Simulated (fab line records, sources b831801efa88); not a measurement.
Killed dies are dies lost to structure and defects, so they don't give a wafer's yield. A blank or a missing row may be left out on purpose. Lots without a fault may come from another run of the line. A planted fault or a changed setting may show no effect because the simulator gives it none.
Which tool did it? | flow sky130 | 13 lots, 39 wafers sampled, at 2 steps of a route of 708

WHAT THE GAUGES READ, wafer by wafer
SKY_VIA2_BOW_MEAS_03. Usual: VIA2_BOW 85 um, standard deviation 7.
lot  | measured     | on            | VIA2_BOW (um)  | flag
L330 | day 35 07:09 | film_metro-04 | 93 80 81       |
L333 | day 36 02:32 | film_metro-04 | 84 85 89       |
L334 | day 37 06:35 | film_metro-04 | 91 85 97       |
L335 | day 37 13:20 | film_metro-04 | 73 84 78       |
L337 | day 38 05:15 | film_metro-03 | 71 81 82       |
L338 | day 38 10:29 | film_metro-02 | 94 92 87       |
L341 | day 39 01:57 | film_metro-02 | 82 78 78       |
L342 | day 39 09:51 | film_metro-04 | 71 84 76 - - - |
L344 | day 39 21:14 | film_metro-04 | 80 86 78       |
L345 | day 39 22:18 | film_metro-04 | 71 75 83 - - - |
L352 | day 41 21:09 | film_metro-02 | 88 84 89       |
L351 | day 41 22:09 | film_metro-02 | 79 90 73       |
L353 | day 42 05:39 | film_metro-03 | 82 85 87       |

WHICH TOOL RAN EACH LOT (tool, then ch and the chambers of the sampled wafers, then the start)
lot  | SKY_VIA2_CMP_02
L330 | cmp-01 ch 0,1, day 35 06:49
L333 | cmp-01 ch 0,3, day 36 02:14
L334 | cmp-02 ch 1,2,3, day 37 06:19
L335 | cmp-02 ch 0,1,3, day 37 13:05
L337 | cmp-02 ch 0,1,2, day 38 04:56
L338 | cmp-01 ch 0,1,2, day 38 10:14
L341 | cmp-02 ch 1,2, day 39 01:38
L342 | cmp-02 ch 0,1,2, day 39 09:31
L344 | cmp-01 ch 0,1,3, day 39 21:05
L345 | cmp-02 ch 0,1,2, day 39 22:01
L352 | cmp-01 ch 0,1,2, day 41 20:56
L351 | cmp-01 ch 0,2,3, day 41 21:50
L353 | cmp-01 ch 1,2,3, day 42 05:21
- SKY_VIA2_CMP_02: polishes SiO2.

WHAT THE TOOLS THEMSELVES READ (means of the sampled wafers that have a number; where no wafer has one, the mark that the record gives instead)
SKY_VIA2_CMP_02. Usual: motor_current_A 12.4 A, standard deviation 1.3; retaining_ring_pressure_frac 1.000, standard deviation 0.0052.
lot  | tool   | motor_current_A (A) | retaining_ring_pressure_frac | flag
L330 | cmp-01 | 12.9                | 1.000                        |
L333 | cmp-01 | 12.5                | 1.002                        |
L334 | cmp-02 | 12.6                | 1.000                        |
L335 | cmp-02 | 12.5                | 1.001                        |
L337 | cmp-02 | 12.8                | 0.997                        |
L338 | cmp-01 | 12.0                | 0.998                        |
L341 | cmp-02 | 13.1                | 0.996                        |
L342 | cmp-02 | 13.0                | 0.999                        |
L344 | cmp-01 | 12.6                | 0.997                        |
L345 | cmp-02 | 13.4                | 1.005                        |
L352 | cmp-01 | 12.2                | 0.999                        |
L351 | cmp-01 | 12.0                | 1.000                        |
L353 | cmp-01 | 11.5                | 1.000                        |

THE ANSWER, worked out from the rows above alone
Rule: a lot is off if the mean of its wafers that have a number lies more than 3 standard deviations from the usual mean. A lot without any number at a reading at which 4 lots or more have one is off too. The other lots that the step has rows for count as sound. The gauges are gone through in route order, then the tools' own readings, and for those a lot's mean is taken as printed above. The first step at which some lot is off is used, and at that step the reading that is off furthest; a lot without a number counts as furthest.
No lot is off at any reading shown: from this, nothing can be told.

WHAT THE SIMULATOR HAD PUT IN
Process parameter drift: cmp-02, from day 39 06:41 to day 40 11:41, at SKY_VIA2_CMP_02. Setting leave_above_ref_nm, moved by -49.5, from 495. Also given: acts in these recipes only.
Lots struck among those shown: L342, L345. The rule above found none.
